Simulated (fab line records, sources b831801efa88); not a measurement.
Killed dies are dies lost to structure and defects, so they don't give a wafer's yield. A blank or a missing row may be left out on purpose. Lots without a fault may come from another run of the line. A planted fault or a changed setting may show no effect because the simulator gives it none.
Which tool did it? | flow sky130 | 7 lots, 21 wafers sampled, at 2 steps of a route of 708

WHAT THE GAUGES READ, wafer by wafer
SKY_VT_ADJUST_LVTN_TW_MEAS_10.
lot  | measured     | on            | VT_ADJUST_LVTN_TW
L886 | day 8 01:44  | film_metro-01 | 241.2 242.0 242.4
L888 | day 8 13:02  | film_metro-03 | 240.6 241.0 242.4
L890 | day 9 04:44  | film_metro-01 | 242.4 241.9 242.6
L892 | day 9 19:17  | film_metro-03 | 243.1 244.9 243.0
L894 | day 10 02:59 | film_metro-03 | 282.5 284.5 283.0
L902 | day 12 06:52 | film_metro-03 | 241.2 238.7 241.0
L905 | day 13 05:46 | film_metro-04 | 245.4 245.2 244.0

WHICH TOOL RAN EACH LOT (tool, then ch and the chambers of the sampled wafers, then the start)
lot  | SKY_VT_ADJUST_LVTN_IMPLANT_08
L886 | implanter-02 ch 0, day 8 01:31
L888 | implanter-04 ch 0, day 8 12:49
L890 | implanter-02 ch 0, day 9 04:30
L892 | implanter-01 ch 0, day 9 19:04
L894 | implanter-04 ch 0, day 10 02:47
L902 | implanter-01 ch 0, day 12 06:37
L905 | implanter-04 ch 0, day 13 05:31
- SKY_VT_ADJUST_LVTN_IMPLANT_08

THE ANSWER, worked out from the rows above alone
Rule: what is usual is taken from the lots themselves. Put in order of their means at a reading, lots are off if they are a third of the lots or fewer, leave a main group of 4 or more, and stand apart from it by a gap of 3 or more times the standard deviation of the main group's means; of several such gaps the widest counts. A main group whose means are all the same, to the digits that the tables above print for the reading, isn't used. A lot without any number at a reading at which 4 lots or more have one is off too. The other lots that the step has rows for count as sound.
Off: L894, at SKY_VT_ADJUST_LVTN_TW_MEAS_10 (VT_ADJUST_LVTN_TW). The main group: mean 242.4, standard deviation 1.5.
A tool fits if, at a process step before that reading, it ran every lot that is off, and no sound lot after the first of them. The gauges at SKY_VT_ADJUST_LVTN_TW_MEAS_10 are tried like those tools. None of those tried fits.

WHAT THE SIMULATOR HAD PUT IN
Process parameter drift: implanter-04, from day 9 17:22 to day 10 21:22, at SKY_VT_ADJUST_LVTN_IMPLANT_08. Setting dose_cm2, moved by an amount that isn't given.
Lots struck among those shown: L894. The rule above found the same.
